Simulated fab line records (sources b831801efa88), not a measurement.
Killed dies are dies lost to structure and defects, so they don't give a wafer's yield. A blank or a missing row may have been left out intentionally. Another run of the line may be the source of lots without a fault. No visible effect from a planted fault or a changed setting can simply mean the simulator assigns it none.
A struck lot beside a sound one + flow sky130 + 15 steps out of a route of 708
Sound: these wafers, L263.2, L263.3, L263.6. Wafers L266.1, L266.2, L266.6 were the ones struck. The cause is given at the end.
At each step with rows: each side's tool, then ch and its chambers, then its first start. Under that, the readings that differ: sound wafers + struck wafers + difference of the means + sigmas: that difference in standard deviations of wafers without a fault.
alike: words and numbers the same on both sides, and readings whose means are apart by under 2 such deviations; not compared: readings that were withheld, readings missing a value for some wafer, numbers with overlapping values and no deviation given by the record, and bounds like >300 which may hide the same value.
The two part at a step that has a row with sigmas, a row that says differs or no value, or rows on one side only. When numbers do not overlap yet have no deviation, they are printed without sigmas and do not part them. A reading missing from all wafers of one side parts the sides only when that side holds two or more wafers.

first, 3 steps without rows for these wafers: SKY_RES_PROTECT_PEB_05; SKY_RES_PROTECT_DEVELOP_06 (develop time 60 s); SKY_POLY_GATE_IMPLANT_02.
SKY_RES_PROTECT_STRIP_07: strips in O2/N2.
  sound on plasma asher-03 ch 0,1, day 15 20:26; struck on plasma asher-04 ch 0,1, day 17 04:56
  alike: drypump motor current A, oes product au, strip time to endpoint s
  not compared: rf hours counter h
SKY_RES_PROTECT_TW_MEAS_08:
  struck on film metro-01, day 17 05:02; sound on film metro-03, day 15 20:32
  alike: POLY_GATE_TW
then, 2 steps without rows for these wafers: SKY_RES_PROTECT_CLEAN_09 (cleans in SC1/SC2, time 150 s); SKY_POLY_GATE_CVD_03 (deposits Si3N4 from DCS/NH3, target thk 75 nm, time 1290 s).
SKY_POLY_GATE_THK_MEAS_04:
  struck on film metro-04, day 17 07:11; sound on film metro-01, day 15 22:01
  alike: POLY_GATE_CVD_03_THK
then, 4 steps without rows for these wafers: SKY_POLY_GATE_DEHYDRATE_05 (time 60 s); SKY_POLY_GATE_HMDS_06 (prime time 60 s); SKY_POLY_GATE_COAT_07 (resist thk 110 nm); SKY_POLY_GATE_COAT_08 (resist thk 450 nm).
SKY_POLY_GATE_SOFTBAKE_09: time 90 s.
  sound on litho track-04 ch 0, day 16 11:00; struck on litho track-02 ch 0, day 17 21:00
| reading                  | sound                | struck            | difference | sigmas |
|--------------------------|----------------------|-------------------|------------|--------|
| heater power total W (W) | 57.45 57.32 57.17    | 55.76 55.85 55.92 | -1.47      | -12    |
| plate temp C (C)         | 100.24 100.11 100.18 | 98.18 98.08 97.83 | -2.15      | -15    |
then, 1 step without rows for these wafers: SKY_POLY_GATE_EXPOSE_10 (exposes mask P1M, target cd 150 nm).
-- record jumps: 30 days separate the struck wafers' starts on either side; left off in module POLY_GATE, taken up again in module PAD_OPEN, whose first shown step is the route's number 708 --
SKY_PAD_OPEN_PROBE_99:
  struck on prober-01, day 47 14:00; sound on prober-01, day 46 17:57
  alike: killed_at_M0_to_M3, killed_at_M4_up, killed at contacts, killed at front end, killed at other, killed dies, killed open, killed short

## WHERE THEY PART
Only at SKY_POLY_GATE_SOFTBAKE_09, within this record. Later steps at which nothing parts them and some readings are alike: SKY_PAD_OPEN_PROBE_99.

WHY: the cause the simulator had injected
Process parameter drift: litho track-02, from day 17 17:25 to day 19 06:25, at SKY_POLY_GATE_SOFTBAKE_09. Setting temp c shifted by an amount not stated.
